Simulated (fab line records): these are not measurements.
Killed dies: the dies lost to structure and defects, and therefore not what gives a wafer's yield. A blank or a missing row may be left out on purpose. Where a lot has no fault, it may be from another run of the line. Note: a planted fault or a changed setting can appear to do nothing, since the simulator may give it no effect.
fab line records -- flow sfqLine -- part 1 of 2: steps 1 to 26 of 37
[record] lots = 5, wafers = 15, lastDay = 100
route steps=325 shown M5@199 A5B@209 R5@212 I5@228
lots with no fault: from the same line, run without faults
startH: hours from the record's first day to the start of the lot's first wafer shown -- waitH: hours from the lot's prior step to this one -- " as in the row above -- L1.1+2: a single row standing in for several wafers -- - no value, or no start given -- * or withheld: withheld -- < > ~ a bound
route shown NAME@n: names a module that has steps shown in the file, with the first one's number in the route -- usual: mean/standard deviation of fault-free wafers -- same: alike in all rows -- chamber/n: place in a boat -- sites: each site's reading -- _std_site: the standard deviation of these -- _edge_site: mean of outer sites minus mean of inner sites -- radiusMm: for every site, how far away it sits from the centre of the wafer -- mask NAME#n: copy n -- behind: tool/chamber where the wafer was last shaped -- hold: cause of the lot's hold/its duration in hours/its outcome -- device: names the non-switching transistor (n, p or np) -- end of line: the same wafers' tests at the end of the route -- step lacking rows: just its recipe -- killed: dies that structure and defects cost at the first sort, which is not the same as the wafer's yield -- map: a wafer's dies, marking killed ones x, the rest . and places with no die _
set.NAME: setting as actually run; set.NAME@STEP: the setting as run at that earlier step -- model.NAME: the simulator's own value behind a step, which no gauge read
lots at some steps of the route; a table a step, a row a wafer
services: the hour from which a tool's chamber was out of use, counted from the record's first day as startH (under 0 if before that day), plus the number of hours and why
[[steps]]
[step SFQ_TRILAYER_M5_LITHO_COAT_123]
[recipe] resist = KrF, spinRpm = 3000, resistThkNm = 600
lot.wafer,tool,chamber,startH,waitH
L081.2+4+6,lithoTrack-01,0,1550.30,0.2
L083.1+2+5,lithoTrack-04,0,1556.06,0.2
L087.2+3+4,lithoTrack-03,0,1572.91,0.2
L090.2+3+4,lithoTrack-03,0,1588.10,0.2
L093.1+2+5,lithoTrack-03,0,1597.65,0.2
[step SFQ_TRILAYER_M5_LITHO_SOFTBAKE_127]
[recipe] tempC = withheld, timeS = withheld, resist = KrF
lot.wafer,tool,chamber,startH,waitH
L081.2+4+6,lithoTrack-01,0,1550.58,0.2
L083.1+2+5,lithoTrack-04,0,1556.36,0.2
L087.2+3+4,lithoTrack-03,0,1573.18,0.2
L090.2+3+4,lithoTrack-03,0,1588.38,0.2
L093.1+2+5,lithoTrack-03,0,1597.95,0.2
[step SFQ_TRILAYER_M5_LITHO_EXPOSE_124]
[recipe] maskId = M5, na = 0.6, sourceShape = conventional, sigmaOuter = 0.65, targetCdNm = 700, doseMj = 14.4
[usual] stageVelMmS = 499.95/0.23
[same] na = 0.6
lot.wafer,tool,chamber,startH,waitH,mask,stageVelMmS
L081.2,krfScanner-01,0,1631.50,-,M5#0,499.60
L081.4,krfScanner-01,0,1631.50,-,M5#0,499.72
L081.6,krfScanner-01,0,1631.50,-,M5#0,499.87
L083.1,krfScanner-01,0,1640.90,-,M5#0,499.74
L083.2,krfScanner-01,0,1640.90,-,M5#0,500.41
L083.5,krfScanner-01,0,1640.90,-,M5#0,500.28
L087.2,krfScanner-01,0,1663.90,-,M5#0,499.91
L087.3,krfScanner-01,0,1663.90,-,M5#0,500.05
L087.4,krfScanner-01,0,1663.90,-,M5#0,499.77
L090.2,krfScanner-02,0,1682.75,-,M5#0,499.88
L090.3,krfScanner-02,0,1682.75,-,M5#0,499.90
L090.4,krfScanner-02,0,1682.75,-,M5#0,499.58
L093.1,krfScanner-02,0,1692.15,-,M5#0,499.82
L093.2,krfScanner-02,0,1692.15,-,M5#0,499.86
L093.5,krfScanner-02,0,1692.15,-,M5#0,499.64
[step SFQ_TRILAYER_M5_LITHO_PEB_126]
[recipe] pebTempC = 115, pebTimeS = 60, resist = KrF
lot.wafer,tool,chamber,startH,waitH
L081.2+4+6,lithoTrack-03,0,1632.52,0.8
L083.1+2+5,lithoTrack-04,0,1642.10,1.0
L087.2+3+4,lithoTrack-03,0,1664.92,0.8
L090.2+3+4,lithoTrack-04,0,1683.77,0.8
L093.1+2+5,lithoTrack-04,0,1693.35,1.0
[step SFQ_TRILAYER_M5_LITHO_DEVELOP_125]
[recipe] timeS = 60, resist = KrF
lot.wafer,tool,chamber,startH,waitH
L081.2+4+6,lithoTrack-03,0,1632.67,0.1
L083.1+2+5,lithoTrack-04,0,1642.25,0.1
L087.2+3+4,lithoTrack-03,0,1665.07,0.1
L090.2+3+4,lithoTrack-04,0,1683.92,0.1
L093.1+2+5,lithoTrack-04,0,1693.50,0.1
[step SFQ_M5_OVL_MEAS_932]
[usual] M5_OVL = -1/5.1
lot.wafer,tool,chamber,startH,waitH,M5_OVL[nm]
L081.2,overlay-01,-,1632.80,0.1,3
L081.4,overlay-01,-,1632.80,0.1,2
L081.6,overlay-01,-,1632.80,0.1,2
L083.1,overlay-02,-,1642.40,0.1,-7
L083.2,overlay-02,-,1642.40,0.1,-7
L083.5,overlay-02,-,1642.40,0.1,-5
L087.2,overlay-01,-,1665.20,0.1,0
L087.3,overlay-01,-,1665.20,0.1,-5
L087.4,overlay-01,-,1665.20,0.1,3
L090.2,overlay-02,-,1684.05,0.1,1
L090.3,overlay-02,-,1684.05,0.1,-6
L090.4,overlay-02,-,1684.05,0.1,-5
L093.1,overlay-01,-,1693.65,0.1,4
L093.2,overlay-01,-,1693.65,0.1,-3
L093.5,overlay-01,-,1693.65,0.1,-2
[step SFQ_TRILAYER_M5_BARC_OPEN_METAL_ETCH_161]
[recipe] maskMaterial = PR, chemistry = O2, targetDepthNm = 125, target = BARC, icpW = 600, biasW = 80, pressureMtorr = 10, timeS = 41.7
[usual] drypumpMotorCurrentA = 6.0/0.38, oesProductAu = 0.685/0.0045
lot.wafer,tool,chamber,startH,waitH,drypumpMotorCurrentA,oesProductAu,rfHoursCounterH
L081.2,rieMetal-02,0,1632.83,0.0,5.6,0.684,110
L081.4,rieMetal-02,1,1632.83,0.0,6.3,0.691,-
L081.6,rieMetal-02,0,1632.83,0.0,5.6,0.688,-
L083.1,rieMetal-01,1,1642.43,0.0,5.5,0.681,17
L083.2,rieMetal-01,0,1642.43,0.0,5.9,0.681,56
L083.5,rieMetal-01,0,1642.43,0.0,5.9,0.692,-
L087.2,rieMetal-01,0,1665.23,0.0,5.8,0.682,60
L087.3,rieMetal-01,1,1665.23,0.0,5.5,0.680,-
L087.4,rieMetal-01,0,1665.23,0.0,5.8,0.688,-
L090.2,rieMetal-04,0,1684.08,0.0,6.7,0.690,6
L090.3,rieMetal-04,1,1684.08,0.0,6.1,0.685,-
L090.4,rieMetal-04,0,1684.08,0.0,6.7,0.690,-
L093.1,rieMetal-04,0,1693.68,0.0,6.7,0.685,7
L093.2,rieMetal-04,1,1693.68,0.0,6.1,0.685,66
L093.5,rieMetal-04,0,1693.68,0.0,6.7,0.682,-
[step SFQ_TRILAYER_M5_ETCH_METAL_ETCH_126]
[recipe] target = Nb, stopOn = SiO2, maskMaterial = PR, overEtchFrac = 0.15, timeS = 203.2, chemistry = Cl2/BCl3, targetDepthNm = 265, icpW = 600, biasW = 80, pressureMtorr = 10
[usual] drypumpMotorCurrentA = 6.0/0.38, oesProductAu = 0.727/0.0048
lot.wafer,tool,chamber,startH,waitH,drypumpMotorCurrentA,oesProductAu,rfHoursCounterH
L081.2,rieMetal-02,0,1632.89,0.0,5.6,0.732,110
L081.4,rieMetal-02,1,1632.89,0.0,6.4,0.743,-
L081.6,rieMetal-02,0,1632.89,0.0,5.6,0.724,-
L083.1,rieMetal-01,1,1642.49,0.0,5.5,0.716,17
L083.2,rieMetal-01,0,1642.49,0.0,5.8,0.730,57
L083.5,rieMetal-01,0,1642.49,0.0,5.8,0.732,-
L087.2,rieMetal-01,0,1665.29,0.0,5.8,0.731,60
L087.3,rieMetal-01,1,1665.29,0.0,5.5,0.739,-
L087.4,rieMetal-01,0,1665.29,0.0,5.8,0.733,-
L090.2,rieMetal-04,0,1684.14,0.0,6.7,0.726,6
L090.3,rieMetal-04,1,1684.14,0.0,6.1,0.727,-
L090.4,rieMetal-04,0,1684.14,0.0,6.7,0.733,-
L093.1,rieMetal-04,0,1693.74,0.0,6.7,0.734,7
L093.2,rieMetal-04,1,1693.74,0.0,6.1,0.729,66
L093.5,rieMetal-04,0,1693.74,0.0,6.7,0.736,-
[step SFQ_TRILAYER_M5_STRIP_STRIP_127]
[recipe] gas = O2, powerW = 200, platenTempC = 40, overashFraction = 0.65, chemistry = O2, pressureMtorr = 50
[usual] drypumpMotorCurrentA = 6.0/0.38, oesProductAu = 1.008/0.0091
lot.wafer,tool,chamber,startH,waitH,drypumpMotorCurrentA,oesProductAu,rfHoursCounterH
L081.2,rieMetal-02,0,1633.09,0.1,5.6,1.017,110
L081.4,rieMetal-02,1,1633.09,0.1,6.3,1.025,-
L081.6,rieMetal-02,0,1633.09,0.1,5.6,1.019,-
L083.1,rieMetal-01,1,1642.69,0.1,5.5,1.001,17
L083.2,rieMetal-01,0,1642.69,0.1,5.8,1.006,57
L083.5,rieMetal-01,0,1642.69,0.1,5.8,1.012,-
L087.2,rieMetal-01,0,1665.49,0.1,5.8,1.010,60
L087.3,rieMetal-01,1,1665.49,0.1,5.4,0.997,-
L087.4,rieMetal-01,0,1665.49,0.1,5.8,1.001,-
L090.2,rieMetal-04,0,1684.34,0.1,6.7,1.012,6
L090.3,rieMetal-04,1,1684.34,0.1,6.1,1.018,-
L090.4,rieMetal-04,0,1684.34,0.1,6.7,1.026,-
L093.1,rieMetal-04,0,1693.94,0.1,6.7,1.018,7
L093.2,rieMetal-04,1,1693.94,0.1,6.1,1.011,66
L093.5,rieMetal-04,0,1693.94,0.1,6.7,1.011,-
[step SFQ_TRILAYER_M5_STRIP_SOLV_CLEAN_128]
[recipe] chemistry = NMP, tempC = 70, timeS = 600
[usual] tempC = 69.99/0.12
lot.wafer,tool,chamber,startH,waitH,tempC
L081.2,wetBench-02,3,1633.69,0.4,70.23
L081.4,wetBench-02,2,1633.69,0.4,70.02
L081.6,wetBench-02,4,1633.69,0.4,69.90
L083.1,wetBench-03,3,1643.29,0.4,69.96
L083.2,wetBench-03,7,1643.29,0.4,69.96
L083.5,wetBench-03,5,1643.29,0.4,70.17
L087.2,wetBench-03,7,1666.09,0.4,69.93
L087.3,wetBench-03,4,1666.09,0.4,69.82
L087.4,wetBench-03,1,1666.09,0.4,69.91
L090.2,wetBench-04,1,1684.94,0.4,69.95
L090.3,wetBench-04,5,1684.94,0.4,69.83
L090.4,wetBench-04,6,1684.94,0.4,69.95
L093.1,wetBench-04,5,1694.54,0.4,69.74
L093.2,wetBench-04,4,1694.54,0.4,70.01
L093.5,wetBench-04,6,1694.54,0.4,69.74
[step SFQ_TRILAYER_A5B_DEP_PECVD_129]
[recipe] material = SiO2, tempC = 150, timeS = 133.33, pressureTorr = 2.4, rfW = 183.3, precursor = SiH4/N2O, targetThkNm = 600
[usual] heaterPowerW = 87/11, throttleValvePct = 23.9/1.1
lot.wafer,tool,chamber,startH,waitH,heaterPowerW,throttleValvePct
L081.2,pecvd-01,1,1633.88,0.0,80,25.5
L081.4,pecvd-01,2,1633.88,0.0,80,25.8
L081.6,pecvd-01,1,1633.88,0.0,85,25.8
L083.1,pecvd-03,2,1643.48,0.0,104,23.1
L083.2,pecvd-03,0,1643.48,0.0,89,24.4
L083.5,pecvd-03,1,1643.48,0.0,81,22.7
L087.2,pecvd-04,0,1666.26,0.0,88,23.9
L087.3,pecvd-04,2,1666.26,0.0,83,22.8
L087.4,pecvd-04,2,1666.26,0.0,85,23.1
L090.2,pecvd-03,2,1685.11,0.0,100,23.4
L090.3,pecvd-03,1,1685.11,0.0,79,22.9
L090.4,pecvd-03,0,1685.11,0.0,84,24.3
L093.1,pecvd-04,2,1694.71,0.0,87,23.0
L093.2,pecvd-04,0,1694.71,0.0,91,23.6
L093.5,pecvd-04,0,1694.71,0.0,99,23.9
[step SFQ_TRILAYER_A5B_CMP_CMP_130]
[recipe] stopOn = Nb, downForcePsi = 3, platenRpm = 60, targetThkNm = 340.7
[usual] headPressurePsi = 3.001/0.0069, motorCurrentA = 10.4/0.74, slurryFilterDpKPa = 13.51/0.14
lot.wafer,tool,chamber,startH,waitH,headPressurePsi,motorCurrentA,slurryFilterDpKPa
L081.4,cmp-02,1,1647.02,13.1,3.000,10.8,13.84
L081.2,cmp-02,2,1647.02,13.1,3.000,10.2,13.59
L081.6,cmp-02,3,1647.02,13.1,3.004,11.8,13.47
L083.1,cmp-02,2,1650.02,6.5,3.007,10.4,13.46
L083.2,cmp-02,3,1650.02,6.5,2.989,10.8,13.50
L083.5,cmp-02,1,1651.52,8.0,2.996,10.7,13.55
L087.4,cmp-02,1,1666.85,0.5,2.987,10.8,13.60
L087.3,cmp-02,2,1666.85,0.5,3.006,10.2,13.71
L087.2,cmp-02,3,1666.85,0.5,3.002,11.2,13.59
L090.4,cmp-01,0,1685.20,0.0,3.000,10.0,13.50
L090.2,cmp-01,2,1686.20,1.0,3.001,9.2,13.52
L090.3,cmp-01,3,1686.20,1.0,2.998,10.2,13.46
L093.1,cmp-02,0,1695.35,0.6,2.998,10.3,13.33
L093.2,cmp-02,2,1696.35,1.6,3.011,10.7,13.42
L093.5,cmp-02,3,1696.35,1.6,3.000,11.1,13.75
[step SFQ_TRILAYER_A5B_METRO_MEASURE_131]
[usual] thkNm = 341/6
lot.wafer,tool,chamber,startH,waitH,thkNm
L081.2,filmMetro-04,-,1649.22,1.2,348
L081.4,filmMetro-04,-,1649.22,1.2,339
L081.6,filmMetro-04,-,1649.22,1.2,338
L083.1,filmMetro-04,-,1652.02,1.5,344
L083.2,filmMetro-04,-,1652.02,1.5,348
L083.5,filmMetro-04,-,1652.02,1.5,348
L087.2,filmMetro-03,-,1669.55,1.2,341
L087.3,filmMetro-03,-,1669.55,1.2,335
L087.4,filmMetro-03,-,1669.55,1.2,335
L090.2,filmMetro-03,-,1688.40,1.7,337
L090.3,filmMetro-03,-,1688.40,1.7,335
L090.4,filmMetro-03,-,1688.40,1.7,345
L093.1,filmMetro-02,-,1697.85,2.0,349
L093.2,filmMetro-02,-,1697.85,2.0,345
L093.5,filmMetro-02,-,1697.85,2.0,353
[step SFQ_TRILAYER_R5_DEP_SPUTTER_132]
[recipe] material = Ti, basePressurePa = 1.33e-06, targetThkNm = 5, powerW = 2000, timeS = 5, chamberPressurePa = 0.4
[usual] cathodeDcPowerW = 2000.0/0.38, throttleValvePct = 30.3/1.1
lot.wafer,tool,chamber,startH,waitH,cathodeDcPowerW,throttleValvePct
L081.2,pvdSputter-05,-,1650.22,0.8,1999.9,30.9
L081.4,pvdSputter-05,-,1650.22,0.8,2000.2,28.7
L081.6,pvdSputter-05,-,1650.22,0.8,2000.3,28.7
L083.1,pvdSputter-03,-,1653.22,1.0,2000.3,29.8
L083.2,pvdSputter-03,-,1653.22,1.0,1999.7,30.6
L083.5,pvdSputter-03,-,1653.22,1.0,1999.4,30.4
L087.2,pvdSputter-05,-,1670.55,0.8,1999.7,28.9
L087.3,pvdSputter-05,-,1670.55,0.8,1999.5,31.2
L087.4,pvdSputter-05,-,1670.55,0.8,2000.6,31.2
L090.2,pvdSputter-05,-,1689.40,0.8,1999.7,31.3
L090.3,pvdSputter-05,-,1689.40,0.8,1999.9,28.7
L090.4,pvdSputter-05,-,1689.40,0.8,2000.2,30.9
L093.1,pvdSputter-05,-,1699.05,1.0,1999.9,28.9
L093.2,pvdSputter-05,-,1699.05,1.0,1999.9,31.3
L093.5,pvdSputter-05,-,1699.05,1.0,1999.9,29.2
[step SFQ_TRILAYER_R5_DEP_SPUTTER_133]
[recipe] material = MoNx, basePressurePa = 1.33e-06, targetThkNm = 40, powerW = 1000, timeS = 66.7, chamberPressurePa = 0.4
[usual] cathodeDcPowerW = 1000.0/0.18, throttleValvePct = 30.3/1.1
lot.wafer,tool,chamber,startH,waitH,cathodeDcPowerW,throttleValvePct
L081.2,pvdSputter-05,-,1650.24,0.0,1000.1,30.9
L081.4,pvdSputter-05,-,1650.24,0.0,1000.0,28.6
L081.6,pvdSputter-05,-,1650.24,0.0,1000.4,28.8
L083.1,pvdSputter-03,-,1653.24,0.0,999.95,29.3
L083.2,pvdSputter-03,-,1653.24,0.0,1000.1,30.9
L083.5,pvdSputter-03,-,1653.24,0.0,999.99,30.1
L087.2,pvdSputter-05,-,1670.57,0.0,999.97,28.9
L087.3,pvdSputter-05,-,1670.57,0.0,1000.2,31.1
L087.4,pvdSputter-05,-,1670.57,0.0,999.87,31.1
L090.2,pvdSputter-05,-,1689.42,0.0,999.81,31.3
L090.3,pvdSputter-05,-,1689.42,0.0,999.97,28.9
L090.4,pvdSputter-05,-,1689.42,0.0,999.94,31.0
L093.1,pvdSputter-05,-,1699.07,0.0,999.90,28.7
L093.2,pvdSputter-05,-,1699.07,0.0,999.93,31.2
L093.5,pvdSputter-05,-,1699.07,0.0,1000.1,29.2
[step SFQ_TRILAYER_R5_DEP_SPUTTER_134]
[recipe] material = Ti, basePressurePa = 1.33e-06, targetThkNm = 5, powerW = 2000, timeS = 5, chamberPressurePa = 0.4
[usual] cathodeDcPowerW = 2000.0/0.32, throttleValvePct = 30.3/1.1
lot.wafer,tool,chamber,startH,waitH,cathodeDcPowerW,throttleValvePct
L081.2,pvdSputter-05,-,1650.30,0.0,2000.4,30.9
L081.4,pvdSputter-05,-,1650.30,0.0,1999.8,28.6
L081.6,pvdSputter-05,-,1650.30,0.0,1999.9,28.9
L083.1,pvdSputter-03,-,1653.30,0.0,2000.1,29.5
L083.2,pvdSputter-03,-,1653.30,0.0,2000.0,31.0
L083.5,pvdSputter-03,-,1653.30,0.0,2000.1,30.2
L087.2,pvdSputter-05,-,1670.63,0.0,2000.5,28.9
L087.3,pvdSputter-05,-,1670.63,0.0,1999.9,31.3
L087.4,pvdSputter-05,-,1670.63,0.0,2000.3,31.6
L090.2,pvdSputter-05,-,1689.48,0.0,1999.9,31.0
L090.3,pvdSputter-05,-,1689.48,0.0,2000.6,28.8
L090.4,pvdSputter-05,-,1689.48,0.0,1999.9,31.0
L093.1,pvdSputter-05,-,1699.12,0.0,1999.3,28.7
L093.2,pvdSputter-05,-,1699.12,0.0,1999.8,31.4
L093.5,pvdSputter-05,-,1699.12,0.0,2000.3,29.4
[step SFQ_R5_RS_MEAS_933]
[recipe] thkMeasGauge = four-point-probe, reads = Ti_of_TRILAYER_R5_DEP_SPUTTER_134+MoNx_of_TRILAYER_R5_DEP_SPUTTER_133+Ti_of_TRILAYER_R5_DEP_SPUTTER_132
[usual] R5_MONX_RS = 7.07/0.083
lot.wafer,tool,chamber,startH,waitH,R5_MONX_RS[ohm/sq]
L081.2,filmMetro-01,-,1650.34,0.0,6.97
L081.4,filmMetro-01,-,1650.34,0.0,6.99
L081.6,filmMetro-01,-,1650.34,0.0,6.97
L083.1,filmMetro-04,-,1653.32,0.0,7.02
L083.2,filmMetro-04,-,1653.32,0.0,6.93
L083.5,filmMetro-04,-,1653.32,0.0,6.90
L087.2,filmMetro-02,-,1670.66,0.0,7.04
L087.3,filmMetro-02,-,1670.66,0.0,7.01
L087.4,filmMetro-02,-,1670.66,0.0,7.12
L090.2,filmMetro-02,-,1689.52,0.0,7.24
L090.3,filmMetro-02,-,1689.52,0.0,7.12
L090.4,filmMetro-02,-,1689.52,0.0,7.09
L093.1,filmMetro-01,-,1699.14,0.0,7.04
L093.2,filmMetro-01,-,1699.14,0.0,7.12
L093.5,filmMetro-01,-,1699.14,0.0,6.93
[step SFQ_R5_THK_MEAS_934]
[recipe] thkMeasGauge = xrf, reads = MoNx_of_TRILAYER_R5_DEP_SPUTTER_133
[usual] R5_MONX_THK = 39.6/0.55
lot.wafer,tool,chamber,startH,waitH,R5_MONX_THK[nm]
L081.2,filmMetro-01,-,1650.45,0.1,40.1
L081.4,filmMetro-01,-,1650.45,0.1,39.8
L081.6,filmMetro-01,-,1650.45,0.1,40.1
L083.1,filmMetro-04,-,1653.44,0.1,39.9
L083.2,filmMetro-04,-,1653.44,0.1,40.0
L083.5,filmMetro-04,-,1653.44,0.1,40.1
L087.2,filmMetro-02,-,1670.77,0.1,39.7
L087.3,filmMetro-02,-,1670.77,0.1,40.2
L087.4,filmMetro-02,-,1670.77,0.1,39.3
L090.2,filmMetro-02,-,1689.63,0.1,38.8
L090.3,filmMetro-02,-,1689.63,0.1,39.2
L090.4,filmMetro-02,-,1689.63,0.1,39.6
L093.1,filmMetro-01,-,1699.26,0.1,40.0
L093.2,filmMetro-01,-,1699.26,0.1,39.1
L093.5,filmMetro-01,-,1699.26,0.1,40.1
[step SFQ_TRILAYER_R5_LITHO_COAT_141]
[recipe] resist = BARC, spinRpm = 3000, resistThkNm = 62
lot.wafer,tool,chamber,startH,waitH
L081.2+4+6,lithoTrack-01,0,1650.55,0.1
L083.1+2+5,lithoTrack-03,0,1653.50,0.1
L087.2+3+4,lithoTrack-03,0,1670.87,0.1
L090.2+3+4,lithoTrack-03,0,1689.73,0.1
L093.1+2+5,lithoTrack-01,0,1699.32,0.1
[step SFQ_TRILAYER_R5_LITHO_COAT_136]
[recipe] resist = KrF, spinRpm = 3000, resistThkNm = 600
lot.wafer,tool,chamber,startH,waitH
L081.2+4+6,lithoTrack-01,0,1650.85,0.2
L083.1+2+5,lithoTrack-03,0,1653.80,0.2
L087.2+3+4,lithoTrack-03,0,1671.17,0.2
L090.2+3+4,lithoTrack-03,0,1690.03,0.2
L093.1+2+5,lithoTrack-01,0,1699.62,0.2
[step SFQ_TRILAYER_R5_LITHO_SOFTBAKE_140]
[recipe] tempC = withheld, timeS = withheld, resist = KrF
lot.wafer,tool,chamber,startH,waitH
L081.2+4+6,lithoTrack-01,0,1651.12,0.2
L083.1+2+5,lithoTrack-03,0,1654.10,0.2
L087.2+3+4,lithoTrack-03,0,1671.45,0.2
L090.2+3+4,lithoTrack-03,0,1690.30,0.2
L093.1+2+5,lithoTrack-01,0,1699.92,0.2
[step SFQ_TRILAYER_R5_LITHO_EXPOSE_137]
[recipe] maskId = R5, na = 0.6, sourceShape = conventional, sigmaOuter = 0.65, targetCdNm = 500, doseMj = 14.4
[usual] stageVelMmS = 499.98/0.24
[same] na = 0.6
lot.wafer,tool,chamber,startH,waitH,mask,stageVelMmS
L081.2,krfScanner-02,0,1651.45,-,R5#0,500.11
L081.4,krfScanner-02,0,1651.45,-,R5#0,499.72
L081.6,krfScanner-02,0,1651.45,-,R5#0,499.65
L083.1,krfScanner-02,0,1657.25,-,R5#0,499.95
L083.2,krfScanner-02,0,1657.25,-,R5#0,499.81
L083.5,krfScanner-02,0,1657.25,-,R5#0,499.84
L087.2,krfScanner-02,0,1671.77,-,R5#0,500.04
L087.3,krfScanner-02,0,1671.77,-,R5#0,499.54
L087.4,krfScanner-02,0,1671.77,-,R5#0,499.75
L090.2,krfScanner-01,0,1803.77,-,R5#0,499.96
L090.3,krfScanner-01,0,1803.77,-,R5#0,500.02
L090.4,krfScanner-01,0,1803.77,-,R5#0,499.66
L093.1,krfScanner-01,0,1814.37,-,R5#0,500.14
L093.2,krfScanner-01,0,1814.37,-,R5#0,499.56
L093.5,krfScanner-01,0,1814.37,-,R5#0,499.83
[step SFQ_TRILAYER_R5_LITHO_PEB_139]
[recipe] pebTempC = 115, pebTimeS = 60, resist = KrF
lot.wafer,tool,chamber,startH,waitH
L081.2+4+6,lithoTrack-03,0,1652.47,0.8
L083.1+2+5,lithoTrack-01,0,1658.45,1.0
L087.2+3+4,lithoTrack-01,0,1672.80,0.8
L090.2+3+4,lithoTrack-03,0,1804.80,0.8
L093.1+2+5,lithoTrack-03,0,1815.57,1.0
[step SFQ_TRILAYER_R5_LITHO_DEVELOP_138]
[recipe] timeS = 60, resist = KrF
lot.wafer,tool,chamber,startH,waitH
L081.2+4+6,lithoTrack-03,0,1652.62,0.1
L083.1+2+5,lithoTrack-01,0,1658.60,0.1
L087.2+3+4,lithoTrack-01,0,1672.95,0.1
L090.2+3+4,lithoTrack-03,0,1804.95,0.1
L093.1+2+5,lithoTrack-03,0,1815.72,0.1
[step SFQ_R5_OVL_MEAS_935]
[usual] R5_OVL = 0/6.1
lot.wafer,tool,chamber,startH,waitH,R5_OVL[nm]
L081.2,overlay-01,-,1652.75,0.1,-2
L081.4,overlay-01,-,1652.75,0.1,-13
L081.6,overlay-01,-,1652.75,0.1,-2
L083.1,overlay-01,-,1658.75,0.1,4
L083.2,overlay-01,-,1658.75,0.1,2
L083.5,overlay-01,-,1658.75,0.1,4
L087.2,overlay-02,-,1673.08,0.1,-2
L087.3,overlay-02,-,1673.08,0.1,-2
L087.4,overlay-02,-,1673.08,0.1,-5
L090.2,overlay-02,-,1805.08,0.1,4
L090.3,overlay-02,-,1805.08,0.1,-2
L090.4,overlay-02,-,1805.08,0.1,1
L093.1,overlay-01,-,1815.87,0.1,-1
L093.2,overlay-01,-,1815.87,0.1,-10
L093.5,overlay-01,-,1815.87,0.1,4
[step SFQ_TRILAYER_R5_BARC_OPEN_METAL_ETCH_177]
[recipe] maskMaterial = PR, chemistry = O2, targetDepthNm = 125, target = BARC, icpW = 600, biasW = 80, pressureMtorr = 10, timeS = 41.7
[usual] drypumpMotorCurrentA = 5.8/0.43, oesProductAu = 0.686/0.0044
lot.wafer,tool,chamber,startH,waitH,drypumpMotorCurrentA,oesProductAu,rfHoursCounterH
L081.2,rieMetal-03,0,1652.78,0.0,6.0,0.689,67
L081.4,rieMetal-03,1,1652.78,0.0,5.3,0.694,-
L081.6,rieMetal-03,0,1652.78,0.0,6.0,0.685,-
L083.1,rieMetal-01,1,1658.78,0.0,5.5,0.685,19
L083.2,rieMetal-01,0,1658.78,0.0,5.8,0.693,59
L083.5,rieMetal-01,1,1658.78,0.0,5.5,0.687,-
L087.2,rieMetal-03,0,1673.11,0.0,6.0,0.681,69
L087.3,rieMetal-03,0,1673.11,0.0,6.0,0.693,-
L087.4,rieMetal-03,1,1673.11,0.0,5.2,0.683,-
L090.2,rieMetal-03,0,1805.11,0.0,6.0,0.684,84
L090.3,rieMetal-03,0,1805.11,0.0,6.0,0.686,-
L090.4,rieMetal-03,1,1805.11,0.0,5.3,0.686,-
L093.1,rieMetal-03,0,1815.91,0.0,6.0,0.689,86
L093.2,rieMetal-03,1,1815.91,0.0,5.3,0.688,101
L093.5,rieMetal-03,1,1815.91,0.0,5.3,0.686,-
